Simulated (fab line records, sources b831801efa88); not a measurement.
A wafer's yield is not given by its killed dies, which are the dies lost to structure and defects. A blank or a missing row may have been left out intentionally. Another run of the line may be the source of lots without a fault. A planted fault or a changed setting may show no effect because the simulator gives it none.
fab line records | flow sky130
record: lots: 13 wafers: 39 last-day: 51
route steps=708 shown LOCAL_INTERCONNECT@400 CONTACT@406 PAD_OPEN@708
lots untouched by any fault: they come from a run of this same line in which no faults occurred
start-h: hours from the record's first day to the start of the lot's first wafer shown | wait-h: hours from the lot's prior step to this one | " identical to the entry in the row above | L1.1+2: one row covering several wafers at once | - no value, or no start was given | * or withheld: withheld | < > ~ a bound
route shown NAME@n: names a module that has steps shown in the file, with the first one's number in the route | usual: mean/standard deviation taken from wafers without a fault | same: alike in all rows | chamber/n: place in a boat | sites: readings site by site | _std_site: how widely they spread, as a standard deviation | _edge_site: mean of outer sites minus mean of inner sites | radius-mm: how far each site lies from the wafer's centre | mask NAME#n: copy n | behind: tool/chamber where the wafer was last shaped | hold: why the lot was held/for how many hours/how that ended | device: names the non-switching transistor (n, p or np) | end of line: at the end of the route, the tests of the same wafers | step lacking rows: just its recipe | killed: count of dies lost to structure and defects at first sort (not the wafer's yield) | map: dies across one wafer; x = killed, . = not, _ = none there
set.NAME: the setting the step ran with; set.NAME@STEP: the setting that earlier step ran with | model.NAME: the simulator's own value behind a step, which no gauge read
a sample of lots followed through the steps of the route, with each step as a table and each wafer as a row
services: when a tool's chamber went out of use (start-h, in hours from the record's first day, below 0 if earlier), for how many hours, and the reason
== steps ==
step: SKY_LOCAL_INTERCONNECT_ETCH_13
recipe: chemistry: N2/H2 target: BARC ion-energy-ev: 200 bias-w: 100 pressure-mtorr: 30 n2-flow-sccm: 100 h2-flow-sccm: 200 icp-w: 500 stop-on: SiO2 time-s: 45.9 target-depth-a: 600
usual: drypump-motor-current-A: 5.5/0.47 oes-product-au: 0.854/0.0043 rf-fwd-power-W: 494.6/2.5 throttle-valve-pct: 13.226/0.0091
columns lot.wafer tool chamber start-h wait-h drypump-motor-current-A oes-product-au rf-fwd-power-W rf-hours-counter-h throttle-valve-pct
L676.3 rie-metal-04 0 748.25 0.0 5.9 0.856 498.7 - 13.217
L676.4 " 1 " " 4.7 0.860 496.8 - 13.229
L676.5 " 1 " " 4.7 0.852 498.0 - 13.240
L678.1 rie-metal-02 1 751.53 0.0 5.3 0.862 495.6 13 13.223
L678.3 " 0 " " 6.0 0.853 494.6 - 13.228
L678.4 " 1 " " 5.3 0.853 496.3 - 13.222
L677.3 rie-metal-01 0 754.85 0.0 5.1 0.859 491.3 - 13.226
L677.4 " 1 " " 6.1 0.854 495.6 - 13.236
L677.5 " 1 " " 6.1 0.851 496.1 - 13.225
L683.3 rie-metal-01 1 803.76 0.0 6.2 0.858 494.4 - 13.223
L683.4 " 0 " " 5.1 0.848 489.0 - 13.229
L683.6 " 0 " " 5.1 0.854 489.5 - 13.230
L685.1 rie-metal-01 0 809.78 0.0 5.1 0.856 490.3 1 13.232
L685.2 " 1 " " 6.2 0.856 495.9 5 13.230
L685.6 " 0 " " 5.1 0.859 492.8 - 13.227
L688.1 rie-metal-04 1 853.83 0.0 4.7 0.853 495.3 10 13.219
L688.3 " 1 " " 4.7 0.853 494.3 - 13.224
L688.4 " 0 " " 5.8 0.863 494.8 - 13.229
L690.1 rie-metal-02 1 871.73 0.0 5.2 0.849 493.2 4 13.218
L690.4 " 1 " " 5.3 0.855 495.5 - 13.229
L690.6 " 1 " " 5.3 0.858 495.5 - 13.218
L691.1 rie-metal-01 1 876.28 0.0 6.1 0.852 496.7 7 13.225
L691.2 " 0 " " 5.1 0.850 490.0 4 13.222
L691.6 " 0 " " 5.1 0.852 490.8 - 13.222
L692.1 rie-metal-01 1 882.46 0.0 6.1 0.856 493.9 7 13.230
L692.2 " 0 " " 5.1 0.853 489.2 4 13.238
L692.3 " 1 " " 6.2 0.853 495.7 - 13.235
L693.2 rie-metal-04 1 885.58 0.0 4.8 0.847 496.9 11 13.227
L693.4 " 1 " " 4.8 0.848 495.2 - 13.222
L693.6 " 0 " " 5.8 0.857 493.4 - 13.225
L695.1 rie-metal-02 1 888.98 0.0 5.3 0.857 495.3 5 13.220
L695.2 " 1 " " 5.3 0.850 495.1 - 13.210
L695.5 " 1 " " 5.3 0.857 493.4 - 13.216
L694.4 rie-metal-02 1 892.35 0.1 5.3 0.853 497.7 - 13.210
L694.5 " 1 " " 5.3 0.853 496.2 - 13.248
L694.6 " 1 " " 5.3 0.859 499.6 - 13.222
L696.2 rie-metal-02 1 895.20 0.0 5.3 0.860 495.2 - 13.230
L696.4 " 1 " " 5.3 0.852 493.7 - 13.228
L696.5 " 1 " " 5.3 0.852 494.7 - 13.234
step: SKY_CONTACT_CVD_00
recipe: material: Si3N4 target-thk-nm: 75 temp-c: 400 time-s: withheld rf-w: 450
usual: heater-power-w: 692/110 rf-fwd-power-W: 444.5/1.6
columns lot.wafer tool chamber start-h wait-h heater-power-w rf-fwd-power-W
L676.3 pecvd-01 2 748.94 0.0 570 444.9
L676.4 " 2 " " 588 443.8
L676.5 " 0 " " 881 443.6
L678.1 pecvd-02 1 752.27 0.0 756 442.2
L678.3 " 0 " " 633 446.3
L678.4 " 2 " " 635 443.1
L677.3 pecvd-04 1 756.06 0.0 627 443.1
L677.4 " 0 " " 557 447.8
L677.5 " 2 " " 926 447.6
L683.3 pecvd-02 0 804.48 0.0 736 443.3
L683.4 " 2 " " 656 444.4
L683.6 " 1 " " 752 447.1
L685.1 pecvd-04 2 810.57 0.0 833 445.6
L685.2 " 1 " " 603 442.7
L685.6 " 2 " " 829 444.5
L688.1 pecvd-01 0 854.54 0.0 840 446.3
L688.3 " 1 " " 646 446.0
L688.4 " 2 " " 682 443.2
L690.1 pecvd-02 1 872.55 0.0 670 441.0
L690.4 " 2 " " 678 445.0
L690.6 " 1 " " 674 443.6
L691.1 pecvd-04 1 876.99 0.0 505 444.0
L691.2 " 2 " " 911 444.6
L691.6 " 2 " " 919 445.0
L692.1 pecvd-01 0 883.17 0.0 801 443.1
L692.2 " 1 " " 644 447.5
L692.3 " 2 " " 654 446.4
L693.2 pecvd-04 1 886.33 0.0 555 443.3
L693.4 " 0 " " 558 442.9
L693.6 " 1 " " 588 440.8
L695.1 pecvd-02 1 889.81 0.0 616 444.8
L695.2 " 2 " " 707 445.0
L695.5 " 1 " " 631 446.2
L694.4 pecvd-02 1 893.16 0.0 778 444.2
L694.5 " 0 " " 768 442.9
L694.6 " 2 " " 635 443.5
L696.2 pecvd-04 0 896.08 0.0 565 446.0
L696.4 " 0 " " 559 445.5
L696.5 " 1 " " 616 446.1
step: SKY_CONTACT_CMP_04
recipe: material: SiO2 down-force-psi: 4 platen-rpm: 60 pad-velocity-m-s: 0.94248
usual: head-pressure-psi: 4.002/0.0095 motor-current-A: 12.2/1.9 slurry-flow-ml-min: 150.0/0.46 time-to-endpoint-s: 83/4.5
columns lot.wafer tool chamber start-h wait-h head-pressure-psi motor-current-A slurry-flow-ml-min time-to-endpoint-s
L676.3 cmp-02 3 749.17 0.0 3.982 11.0 149.5 83
L676.4 " 0 " " 3.999 10.2 150.3 90
L676.5 " 0 " " 3.998 10.9 150.3 79
L678.1 cmp-01 1 752.50 0.1 4.011 12.8 150.2 87
L678.4 " 2 " " 4.007 15.2 150.6 80
L678.3 " 0 " " 4.003 12.0 150.4 81
L677.4 cmp-02 1 756.43 0.2 3.999 13.4 149.8 85
L677.3 " 2 " " 3.999 11.2 149.3 86
L677.5 " 0 " " 4.001 10.8 149.9 83
L683.3 cmp-02 3 804.70 0.0 3.504 10.5 149.5 99
L683.4 " 0 " " 3.505 10.0 150.4 95
L683.6 " 3 " " 3.521 10.7 149.8 103
L685.1 cmp-02 3 810.84 0.1 3.489 10.6 149.7 103
L685.2 " 1 " " 3.495 11.8 150.7 98
L685.6 " 2 " " 3.513 10.3 149.4 93
L688.1 cmp-01 2 854.77 0.1 3.990 15.6 150.1 90
L688.3 " 0 " " 3.993 12.7 150.1 82
L688.4 " 1 " " 4.010 13.6 150.0 86
L690.4 cmp-01 0 872.82 0.1 3.996 12.1 149.3 78
L690.1 " 2 " " 4.002 16.0 150.6 76
L690.6 " 3 " " 4.006 9.0 150.4 81
L691.1 cmp-02 0 877.28 0.1 4.016 10.7 149.7 88
L691.2 " 1 " " 4.014 13.2 149.7 90
L691.6 " 3 " " 4.000 10.4 149.9 88
L692.2 cmp-01 2 883.55 0.2 4.005 16.2 149.7 80
L692.1 " 3 " " 4.006 9.6 149.6 82
L692.3 " 0 " " 4.001 11.8 150.4 77
L693.2 cmp-01 2 886.55 0.0 3.987 15.6 149.9 75
L693.4 " 1 " " 4.011 13.6 149.3 79
L693.6 " 2 " " 3.993 15.7 150.6 73
L695.1 cmp-02 3 890.03 0.1 4.024 11.4 149.7 94
L695.2 " 1 " " 4.002 13.2 149.8 88
L695.5 " 3 " " 4.034 11.6 149.9 92
L694.4 cmp-02 2 893.47 0.1 3.998 11.4 150.0 84
L694.6 " 0 " " 4.007 11.1 150.9 89
L694.5 " 1 " " 4.001 13.7 150.2 89
L696.4 cmp-01 0 896.35 0.1 4.029 11.9 150.3 83
L696.2 " 1 " " 4.013 14.5 149.8 84
L696.5 " 0 " " 4.012 11.9 150.5 84
step: SKY_CONTACT_CD_MEAS_14
recipe: target-cd-nm: 170
usual: cd-nm: 169.6/1.6
columns lot.wafer tool chamber start-h wait-h cd-nm
L676.3 cd-sem-02 - 776.64 - 170.2
L676.4 " - " " 169.2
L676.5 " - " " 170.0
L678.1 cd-sem-01 - 780.53 - 171.1
L678.3 " - " " 169.3
L678.4 " - " " 168.0
L677.3 cd-sem-01 - 783.69 - 169.5
L677.4 " - " " 170.2
L677.5 " - " " 171.3
L683.3 cd-sem-02 - 831.52 - 168.3
L683.4 " - " " 167.7
L683.6 " - " " 168.0
L685.1 cd-sem-01 - 837.85 - 170.9
L685.2 " - " " 170.4
L685.6 " - " " 170.7
L688.1 cd-sem-02 - 880.62 - 170.6
L688.3 " - " " 171.3
L688.4 " - " " 170.6
L690.1 cd-sem-01 - 899.20 - 167.4
L690.4 " - " " 168.5
L690.6 " - " " 169.8
L691.1 cd-sem-02 - 903.55 - 165.9
L691.2 " - " " 165.3
L691.6 " - " " 165.8
L692.1 cd-sem-02 - 909.40 - 167.4
L692.2 " - " " 169.0
L692.3 " - " " 169.1
L693.2 cd-sem-01 - 912.45 - 173.0
L693.4 " - " " 173.4
L693.6 " - " " 172.8
L695.1 cd-sem-02 - 915.65 - 168.0
L695.2 " - " " 167.4
L695.5 " - " " 167.7
L694.4 cd-sem-01 - 918.97 - 171.3
L694.5 " - " " 172.7
L694.6 " - " " 172.0
L696.2 cd-sem-01 - 922.24 - 171.1
L696.4 " - " " 172.7
L696.5 " - " " 171.5
step: SKY_PAD_OPEN_PROBE_99
usual: killed_at_M0_to_M3: 44/7.4 killed_at_M4_up: 3.1/1.8 killed-at-contacts: 25/6 killed-at-front-end: 15/4.4 killed-at-other: 0.3/0.49 killed-dies: 88/10 killed-open: 48/7.4 killed-short: 39/6.3
same: gross-dies: 492 killed-at-back-side: 0
columns lot.wafer tool chamber start-h wait-h killed_at_M0_to_M3 killed_at_M4_up killed-at-contacts killed-at-front-end killed-at-other killed-dies killed-open killed-short
L683.3 prober-01 - 1154.27 0.2 31 4 20 10 0 65 35 30
L683.4 prober-01 - 1154.32 0.2 50 3 20 11 0 84 46 38
L683.6 prober-01 - 1154.42 0.2 45 3 28 23 0 99 53 44
L685.1 prober-02 - 1156.21 0.1 45 7 31 11 0 94 50 44
L685.2 prober-02 - 1156.26 0.1 58 4 27 5 0 94 52 42
L685.6 prober-02 - 1156.46 0.2 43 7 31 9 0 90 45 45
L694.4 prober-02 - 1213.40 0.2 44 5 19 13 0 81 37 44
L694.5 prober-02 - 1213.45 0.2 39 1 28 19 0 87 54 33
L694.6 prober-02 - 1213.50 0.2 46 2 21 18 0 87 50 37
L696.2 prober-01 - 1214.10 0.1 36 2 27 20 0 85 43 42
L696.4 prober-01 - 1214.20 0.2 38 2 25 15 0 80 40 40
L696.5 prober-01 - 1214.25 0.2 47 2 41 16 0 106 72 34
killed by level:class
L683.3 CONTACT:geometric-particle:open=12 METAL1:geometric-particle:short=7 VIA1:geometric-particle:open=5 FIELD_ISO:geometric-particle:open=4 CONTACT:geometric-particle:short=4 VIA3:geometric-particle:open=4 VIA2:geometric-particle:short=3 VIA1:geometric-particle:short=3
L683.4 VIA1:geometric-particle:open=13 METAL1:geometric-particle:short=8 VIA3:geometric-particle:open=7 VIA2:geometric-particle:open=7 METAL1:geometric-particle:open=5 LOCAL_INTERCONNECT:geometric-particle:short=5 CONTACT:geometric-particle:open=5 CONTACT:geometric-particle:short=5
L683.6 CONTACT:geometric-particle:open=9 VIA1:geometric-particle:open=9 POLY_GATE:geometric-particle:short=8 LI_CONTACT:geometric-particle:open=7 VIA1:geometric-particle:short=7 POLY_GATE:geometric-particle:open=6 CONTACT:geometric-particle:short=6 METAL1:geometric-particle:short=6
L685.1 LI_CONTACT:geometric-particle:open=9 VIA1:geometric-particle:open=8 CONTACT:geometric-particle:open=8 METAL1:geometric-particle:short=7 VIA3:geometric-particle:open=7 METAL4:geometric-particle:short=6 CONTACT:geometric-particle:short=6 VIA1:geometric-particle:short=6
L685.2 CONTACT:geometric-particle:open=13 VIA3:geometric-particle:open=11 VIA1:geometric-particle:open=10 VIA3:geometric-particle:short=9 METAL1:geometric-particle:short=7 LI_CONTACT:geometric-particle:open=6 VIA2:geometric-particle:open=6 LOCAL_INTERCONNECT:geometric-particle:short=5
L685.6 VIA1:geometric-particle:open=10 METAL1:geometric-particle:short=9 LI_CONTACT:geometric-particle:open=8 CONTACT:geometric-particle:open=8 CONTACT:geometric-particle:short=6 VIA1:geometric-particle:short=6 METAL4:geometric-particle:short=6 LI_CONTACT:geometric-particle:short=5
L694.4 VIA1:geometric-particle:short=9 VIA1:geometric-particle:open=8 LI_CONTACT:geometric-particle:open=6 CONTACT:geometric-particle:short=5 CONTACT:geometric-particle:open=5 VIA2:geometric-particle:open=5 VIA3:geometric-particle:open=5 METAL2:geometric-particle:short=4
L694.5 LI_CONTACT:geometric-particle:open=12 VIA2:geometric-particle:open=11 VIA1:geometric-particle:open=9 POLY_GATE:geometric-particle:open=5 POLY_GATE:geometric-particle:short=5 CONTACT:geometric-particle:open=5 METAL2:geometric-particle:short=5 VIA3:geometric-particle:open=4
L694.6 VIA1:geometric-particle:open=12 CONTACT:geometric-particle:open=11 METAL1:geometric-particle:short=6 METAL2:geometric-particle:short=6 FIELD_ISO:geometric-particle:open=5 LI_CONTACT:geometric-particle:open=5 VIA1:geometric-particle:short=5 VIA2:geometric-particle:short=5
L696.2 CONTACT:geometric-particle:open=13 LI_CONTACT:geometric-particle:open=9 FIELD_ISO:geometric-particle:short=7 METAL1:geometric-particle:short=7 METAL3:geometric-particle:short=7 METAL2:geometric-particle:short=6 POLY_GATE:geometric-particle:short=5 VIA2:geometric-particle:open=5
L696.4 VIA1:geometric-particle:open=11 CONTACT:geometric-particle:open=9 CONTACT:geometric-particle:short=7 VIA2:geometric-particle:open=6 POLY_GATE:geometric-particle:short=5 METAL1:geometric-particle:short=5 VIA1:geometric-particle:short=5 LI_CONTACT:geometric-particle:short=4
L696.5 CONTACT:geometric-particle:open=19 LI_CONTACT:geometric-particle:open=13 VIA1:geometric-particle:open=12 VIA2:geometric-particle:open=7 VIA3:geometric-particle:open=6 FIELD_ISO:geometric-particle:open=4 CONTACT:geometric-particle:short=4 VIA1:geometric-particle:short=4
== services ==
columns tool chamber start-h hours kind
pecvd-04 2 736.54 7.1 repair
cmp-01 - 741.06 4.6 pm
pecvd-02 2 742.94 5.5 scheduled-down
cmp-02 - 744.04 4.0 pm
cmp-01 - 747.75 0.6 repair
cmp-02 - 748.04 - consumable-replace:conditioner
cmp-02 - 748.04 - consumable-replace:pad
cmp-02 - 751.67 0.9 repair
cmp-01 - 777.48 1.3 repair
cmp-01 - 780.97 1.6 repair
pecvd-01 - 799.55 0.6 repair
rie-metal-02 0 802.16 16.8 repair
pecvd-01 0 814.24 16.2 repair
cmp-02 - 814.63 1.1 repair
pecvd-04 - 822.47 14.6 pm
rie-metal-02 - 822.78 1.4 pm
cmp-02 - 838.21 3.4 repair
rie-metal-01 1 845.90 17.6 repair
pecvd-01 - 847.68 0.5 repair
rie-metal-02 0 855.72 25.8 repair
pecvd-01 - 856.90 6.0 pm
cmp-01 - 860.10 0.2 repair
pecvd-04 0 871.22 8.1 repair
rie-metal-04 - 890.70 0.5 repair
== key ==
first-sign: step: SKY_CONTACT_CMP_04 reading: head-pressure-psi direction: down sigmas: 53 usual: 4.002 struck: 3.505
effect: step: SKY_CONTACT_CMP_04 reading: time-to-endpoint-s direction: up sigmas: 3.4 usual: * struck: *
met-at SKY_CONTACT_CMP_04
struck-lots L683,L685
tester-left-out L683,L685
not-acting-at SKY_LOCAL_INTERCONNECT_ETCH_13,SKY_CONTACT_CVD_00,SKY_CONTACT_CD_MEAS_14
onset-between 756.43 804.70
fault: kind: process-parameter-drift tool: cmp-02 chamber: - onset-h: 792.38 steps: SKY_CONTACT_CMP_04 channel: down-force-psi offset: -0.49805 shape: step end-h: 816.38 acts-in: these-recipes-only stated: 4
tester-left-out: of these lots the tester's yield and bins aren't shown, on N5 and GAA mostly nor the transistor test; their killed dies are dies lost to structure and defects alone, not to doping, threshold or leakage, so they don't give the yield
